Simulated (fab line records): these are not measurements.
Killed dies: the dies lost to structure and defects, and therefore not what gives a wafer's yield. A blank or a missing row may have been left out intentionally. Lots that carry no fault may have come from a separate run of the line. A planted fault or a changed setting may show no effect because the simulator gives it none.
A struck lot beside a sound one | flow gf180mcu | 14 steps out of a route of 602
Sound: wafers L810.3, L810.4, L810.5. Wafers struck: L808.3, L808.4, L808.5. The cause comes at the end.
Order at every step that has rows: each side's tool, ch and its chambers, its first start. Under that, the readings that differ: sound wafers | struck wafers | difference of the means | sigmas: that difference in standard deviations of wafers without a fault.
alike: readings with means less than 2 such deviations apart, plus words and numbers identical on both sides. not compared: withheld readings, readings lacking a value on some wafer, bounds such as >300 that could conceal the same value, and numbers that have no deviation in the record and whose values overlap.
A row with sigmas, a row that says differs or no value, or rows on one side alone: a step with any of these is where the two part. When numbers do not overlap yet have no deviation, they are printed without sigmas and do not part them. A reading that every wafer of one side lacks parts them only if that side has two wafers or more.

first, 3 steps without rows for these wafers: GF_VT_IMPLANT_EXPOSE_15 (exposes mask Nwell LV AREA, target cd 860 nm); GF_VT_IMPLANT_PEB_16; GF_VT_IMPLANT_DEVELOP_17 (develop time 60 s).
GF_VT_IMPLANT_OVL_MEAS_18:
  sound on overlay-01, day 10 04:23; struck on overlay-02, day 9 15:56
  alike: VT_IMPLANT_01_OVL
after that, 1 step had no rows for these wafers: GF_VT_IMPLANT_IMPLANT_19.
GF_VT_IMPLANT_STRIP_20: strips in O2/N2.
  sound on plasma asher-03 ch 0,1, day 10 04:35; struck on plasma asher-04 ch 0,1, day 9 16:08
  alike: drypump motor current A, heater power w, o2 flow sccm, oes product au, strip time to endpoint s
  not compared: rf hours counter h
GF_VT_IMPLANT_TW_MEAS_21:
  sound on film metro-04, day 10 04:40; struck on film metro-03, day 9 16:13
  alike: VT_IMPLANT_2_TW
then, 5 steps without rows for these wafers: GF_VT_IMPLANT_DEHYDRATE_22 (time 60 s); GF_VT_IMPLANT_HMDS_23 (prime time 60 s); GF_VT_IMPLANT_COAT_24 (resist thk 1000 nm); GF_VT_IMPLANT_SOFTBAKE_25 (time 60 s); GF_VT_IMPLANT_EXPOSE_26 (exposes mask LVPWELL HV AREA, target cd 860 nm).
GF_VT_IMPLANT_PEB_27:
  sound on litho track-03 ch 0, day 10 22:31; struck on litho track-04, day 10 09:58
  reading         | sound          | struck | difference                    | sigmas
  exhaust pa (Pa) | 44.4 44.6 45.4 | - - -  | no value on the struck wafers |
  not compared: chill plate temp C
then, 1 step without rows for these wafers: GF_VT_IMPLANT_DEVELOP_28 (develop time 60 s).

WHERE THEY PART
Only at GF_VT_IMPLANT_PEB_27, within this record.

WHY: the cause the simulator had injected
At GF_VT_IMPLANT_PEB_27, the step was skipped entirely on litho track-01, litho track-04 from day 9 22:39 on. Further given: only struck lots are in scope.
